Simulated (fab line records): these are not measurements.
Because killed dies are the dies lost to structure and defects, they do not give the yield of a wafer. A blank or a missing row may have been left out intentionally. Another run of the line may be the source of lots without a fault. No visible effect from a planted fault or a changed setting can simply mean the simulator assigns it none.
The tool behind it: which one? + flow gf180mcu + 6 lots, 17 wafers sampled, at 3 steps of a route of 602

WHAT EACH GAUGE READ, for each wafer
GF_V1_RS_MEAS_24: uses a four-point probe to measure.
| lot  | measured     | on            | V1_W_RS (ohm/sq)                    |
|------|--------------|---------------|-------------------------------------|
| L140 | day 19 03:23 | film_metro-02 | 0.327 0.328 0.326                   |
| L144 | day 21 07:35 | film_metro-01 | 0.324 0.328 0.328                   |
| L146 | day 21 22:07 | film_metro-01 | 0.330 0.330 0.334                   |
| L148 | day 23 06:19 | film_metro-01 | 0.332 0.331                         |
| L150 | day 23 18:49 | film_metro-04 | 0.334 0.327 0.329                   |
| L152 | day 24 01:47 | film_metro-02 | 0.188 0.188 0.186 0.189 0.188 0.185 |

WHICH TOOL RAN EACH LOT (tool, then ch and the chambers of the sampled wafers, then the start)
| lot  | GF_V1_ETCH_16                      | GF_V1_CVD_23                  |
|------|------------------------------------|-------------------------------|
| L140 | rie_diel-01 ch 0,1,2, day 19 02:29 | cvd_w-02 ch 1, day 19 03:17   |
| L144 | rie_diel-01 ch 0,1, day 21 06:34   | cvd_w-01 ch 0,1, day 21 07:28 |
| L146 | rie_diel-01 ch 0,1,2, day 21 21:07 | cvd_w-02 ch 0, day 21 21:53   |
| L148 | rie_diel-01 ch 3, day 23 05:22     | cvd_w-02 ch 0, day 23 06:11   |
| L150 | rie_diel-03 ch 0,2, day 23 17:56   | cvd_w-02 ch 0,1, day 23 18:42 |
| L152 | rie_diel-01 ch 0,1,2, day 24 00:52 | cvd_w-02 ch 0,1, day 24 01:40 |
- GF_V1_ETCH_16: etches BARC in N2/H2.
- GF_V1_CVD_23: deposits W, target thk 350 nm, time 105.05 s.

THE ANSWER, worked out from the rows above alone
Rule: the usual values come from the lots themselves. Put in order of their means at a reading, lots are off if they are a third of the lots or fewer, leave a main group of 4 or more, and stand apart from it by a gap of 3 or more times the standard deviation of the main group's means; of several such gaps the widest counts. The tables above print the reading to a certain number of digits; a main group whose means all agree to those digits is not used. Also off: a lot with no number at a reading for which 4 or more lots have one. The other lots that the step has rows for count as sound.
Off: L152, seen at GF_V1_RS_MEAS_24 (V1_W_RS). The main group: mean 0.329 ohm/sq, standard deviation 0.0021.
If a tool, at a process step before that reading, ran all the lots that are off and no sound lot after the first of them, it fits. Gauges at GF_V1_RS_MEAS_24: tried the same way as those tools. Can't be told from this: 3 tools fit, rie_diel-01 at GF_V1_ETCH_16, cvd_w-02 at GF_V1_CVD_23, film_metro-02 at GF_V1_RS_MEAS_24.

WHAT THE SIMULATOR PUT IN
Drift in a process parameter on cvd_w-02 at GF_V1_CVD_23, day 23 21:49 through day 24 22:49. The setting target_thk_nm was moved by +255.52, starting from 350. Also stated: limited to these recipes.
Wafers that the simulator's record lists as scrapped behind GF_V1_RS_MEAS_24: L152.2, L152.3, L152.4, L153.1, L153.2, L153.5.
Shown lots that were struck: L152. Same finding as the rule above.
